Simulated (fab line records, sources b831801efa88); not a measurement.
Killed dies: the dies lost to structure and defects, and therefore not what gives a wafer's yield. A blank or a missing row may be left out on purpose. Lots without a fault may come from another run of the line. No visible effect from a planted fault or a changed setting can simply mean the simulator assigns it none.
The tool behind it: which one? :: flow gf180mcu :: 12 lots, 36 wafers sampled, at 1 step of a route of 602

WHAT THE GAUGES SHOWED, per wafer
GF_PSD_OVL_MEAS_08.
lot: L075
measured: day 14 19:11
on: overlay-02
PSD_OVL (nm): 0.1 0.4 -0.3

lot: L077
measured: day 15 12:48
on: overlay-01
PSD_OVL (nm): -0.1 -2.2 1.0

lot: L079
measured: day 16 04:23
on: overlay-02
PSD_OVL (nm): -0.2 -1.1 1.6

lot: L081
measured: day 17 03:31
on: overlay-02
PSD_OVL (nm): 0.8 0.4 0.2

lot: L083
measured: day 17 09:35
on: overlay-02
PSD_OVL (nm): 1.0 -0.2 -0.2

lot: L085
measured: day 18 03:46
on: overlay-02
PSD_OVL (nm): 0.5 0.6 1.1

lot: L087
measured: day 18 20:06
on: overlay-02
PSD_OVL (nm): 1.1 0.9 1.4

lot: L089
measured: day 19 10:40
on: overlay-02
PSD_OVL (nm): 1.7 0.5 0.6

lot: L091
measured: day 20 05:57
on: overlay-01
PSD_OVL (nm): 0.7 -0.8 0.3

lot: L093
measured: day 20 15:45
on: overlay-02
PSD_OVL (nm): 1.3 0.2 -1.4

lot: L095
measured: day 21 12:09
on: overlay-01
PSD_OVL (nm): -0.9 0.1 -1.1

lot: L097
measured: day 22 06:56
on: overlay-01
PSD_OVL (nm): 0.0 -0.1 0.5

TOOL THAT RAN EACH LOT (tool first, then ch and the chambers of the sampled wafers, then the start)
Record: no process step prior to these readings.

THE ANSWER, worked out from the rows above alone
Rule: the lots themselves supply what counts as usual. The widest of any qualifying gaps counts: lots, ordered by their means at a reading, are off when they make up no more than a third of the lots, leave a main group of 4 or more, and stand apart from it by 3 or more times the standard deviation of that group's means. A main group is skipped when, at the precision printed for the reading in the tables above, its means are all equal. A lot without any number at a reading at which 4 lots or more have one is off too. Where the step has rows for the other lots, those lots are counted as sound.
Across all readings shown, no lot is off: no conclusion can be drawn from this.

WHAT HAD BEEN PUT IN BY THE SIMULATOR
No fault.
